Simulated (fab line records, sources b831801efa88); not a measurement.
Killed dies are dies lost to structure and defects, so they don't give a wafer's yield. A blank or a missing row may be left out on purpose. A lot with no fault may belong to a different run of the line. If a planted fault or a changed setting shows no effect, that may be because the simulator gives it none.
Struck lot and sound lot, side by side -- flow sky130 -- 34 steps out of a route of 708
Sound: the wafers L713.1, L713.4, L713.5. Wafers struck: L718.1, L718.3, L718.6. The cause is given at the end.
For every step that has rows: the tool of each side, followed by ch and its chambers, followed by its first start. Under that, the readings that differ: sound wafers -- struck wafers -- difference of the means -- sigmas: that difference in standard deviations of wafers without a fault.
alike: words and numbers the same on both sides, and readings whose means are apart by under 2 such deviations; not compared: readings that were withheld, readings missing a value for some wafer, numbers with overlapping values and no deviation given by the record, and bounds like >300 which may hide the same value.
The two part at a step that has a row with sigmas, a row that says differs or no value, or rows on one side only. Numbers that have no deviation but don't overlap get no sigmas and don't part them. Lack of a reading on every wafer of one side parts them only where that side has two or more wafers.

first, 7 steps without rows for these wafers: SKY_SONOS_TUNNEL_DEVELOP_06 (develop time 60 s); SKY_SONOS_TUNNEL_IMPLANT_09; SKY_SONOS_TUNNEL_WET_ETCH_10 (etches SiO2 in dHF, target depth 14 nm, time 280 s); SKY_SONOS_TUNNEL_STRIP_11 (strips in SPM, time 600 s); SKY_SONOS_TUNNEL_CLEAN_13 (cleans in dHF, time 20 s); SKY_SONOS_ONO_OXIDATION_00 (stabilise 600 s, purge 300 s, target thk 2.6 nm); SKY_SONOS_ONO_CVD_02 (deposits Si3N4 from DCS/NH3, target thk 10.5 nm, time 180 s).
SKY_SONOS_ONO_CVD_04: deposits SiO2 from SiH4/N2O, target thk 5.7199 nm.
  sound on lpcvd-03 ch 0, day 17 01:39; struck on lpcvd-03 ch 0, day 18 21:40
reading,sound,struck,difference,sigmas
model.SiO2_of_SONOS_ONO_CVD_04.thk-nm (nm),5.761 5.84 5.772,6.803 6.845 6.818,+1.031,
  alike: spike-tc-bottom-C
SKY_SONOS_ONO_THK_MEAS_05:
  sound: film-metro-01 at day 17 02:54; struck: film-metro-02 at day 18 23:32
reading,sound,struck,difference,sigmas
SONOS_ONO_CVD_04_THK (nm),5.80 5.87 5.78,6.80 6.81 6.81,+0.99,+9
then, 23 steps without rows for these wafers: SKY_SONOS_ONO_DEHYDRATE_06 (time 60 s); SKY_SONOS_ONO_HMDS_07 (prime time 60 s); SKY_SONOS_ONO_COAT_08 (resist thk 1140 nm); SKY_SONOS_ONO_SOFTBAKE_09 (time 60 s); SKY_SONOS_ONO_EXPOSE_10 (exposes mask ONOM, target cd 410 nm); SKY_SONOS_ONO_PEB_11; SKY_SONOS_ONO_DEVELOP_12 (develop time 60 s); SKY_SONOS_ONO_ETCH_15 (etches the open film in CHF3/O2, target depth 19.52 nm, time 7.8 s); SKY_SONOS_ONO_WET_ETCH_16 (etches SiO2 in dHF, target depth 14 nm, time 280 s); SKY_SONOS_ONO_STRIP_17 (strips in O2/N2); SKY_SONOS_ONO_WET_ETCH_18 (etches Si3N4 in H3PO4, target depth 15 nm, time 172 s); SKY_GATE_OXIDE_CLEAN_00 (cleans in SC1/SC2, time 150 s); SKY_GATE_OXIDE_OXIDATION_01 (stabilise 600 s, purge 300 s, target thk 10.268 nm); SKY_GATE_OXIDE_DEHYDRATE_03 (time 60 s); SKY_GATE_OXIDE_HMDS_04 (prime time 60 s); SKY_GATE_OXIDE_COAT_05 (resist thk 1140 nm); SKY_GATE_OXIDE_SOFTBAKE_06 (time 60 s); SKY_GATE_OXIDE_EXPOSE_07 (exposes mask LVOM, target cd 600 nm); SKY_GATE_OXIDE_PEB_08; SKY_GATE_OXIDE_DEVELOP_09 (develop time 60 s); SKY_GATE_OXIDE_IMPLANT_11; SKY_GATE_OXIDE_WET_ETCH_12 (etches SiO2 in dHF, target depth 16.8 nm, time 336 s); SKY_GATE_OXIDE_STRIP_13 (strips in O2/N2).
-- the record jumps here: 3 days lie between the struck wafers' starts before and after --
SKY_GATE_OXIDE_CLEAN_15: cleans in SC1/SC2, time 150 s.
  sound on wet-bench-02 ch 0, day 19 17:50; struck on wet-bench-01 ch 1, day 21 15:58
reading,sound,struck,difference,sigmas
model.SiO2_of_SONOS_ONO_CVD_04.thk-nm (nm),4.257 4.331 4.263,5.285 5.327 5.297,+1.019,
  alike: bath-heat-duty-pct, temp-c
-- the record jumps here: 29 days lie between the struck wafers' starts before and after (it left off in module GATE_OXIDE and takes up again in module PAD_OPEN, whose first step shown is number 708 of the route) --
SKY_PAD_OPEN_PROBE_99:
  sound: prober-01 at day 49 20:56; struck: prober-02 at day 50 22:02
reading,sound,struck,difference,sigmas
model.etest.sonos-erased.drive-ua-um,194.4 200.9 169.9,119.3 144.4 138.1,-54.5,
model.etest.sonos-uncharged.r-on-ohm-um,825.7 828.3 827.1,836.4 837 837.8,+10.0,
model.etest.sonos-programmed.off-log10-a-um,-13.95 -14 -14.13,-11.97 -11.85 -12.57,+1.90,
model.etest.cap-ono.gate-log10-a-cm2,-8.133 -8.182 -8.108,-9.283 -9.199 -9.219,-1.093,
model.etest.cap-ono.gate-bv-v (V),16.88 16.73 16.43,17.89 17.43 17.36,+0.88,
model.etest.cap-ono.tox-acc-nm (nm),12.96 13.09 13.06,13.93 13.93 13.92,+0.89,
model.etest.sonos-programmed.vt-v (V),1.383 1.327 1.398,0.8156 0.8104 0.8962,-0.5286,
model.etest.sonos-erased.vt-v (V),-2.259 -2.247 -2.218,-1.694 -1.772 -1.739,+0.506,
  alike: killed_at_M0_to_M3, killed_at_M4_up, killed-at-contacts, killed-at-front-end, killed-at-other, killed-dies, killed-open, killed-short

## WHERE THEY PART
Within this record, at SKY_SONOS_ONO_THK_MEAS_05 only. Later steps at which nothing parts them and some readings are alike: SKY_GATE_OXIDE_CLEAN_15, SKY_PAD_OPEN_PROBE_99.

WHY: what had been put in by the simulator
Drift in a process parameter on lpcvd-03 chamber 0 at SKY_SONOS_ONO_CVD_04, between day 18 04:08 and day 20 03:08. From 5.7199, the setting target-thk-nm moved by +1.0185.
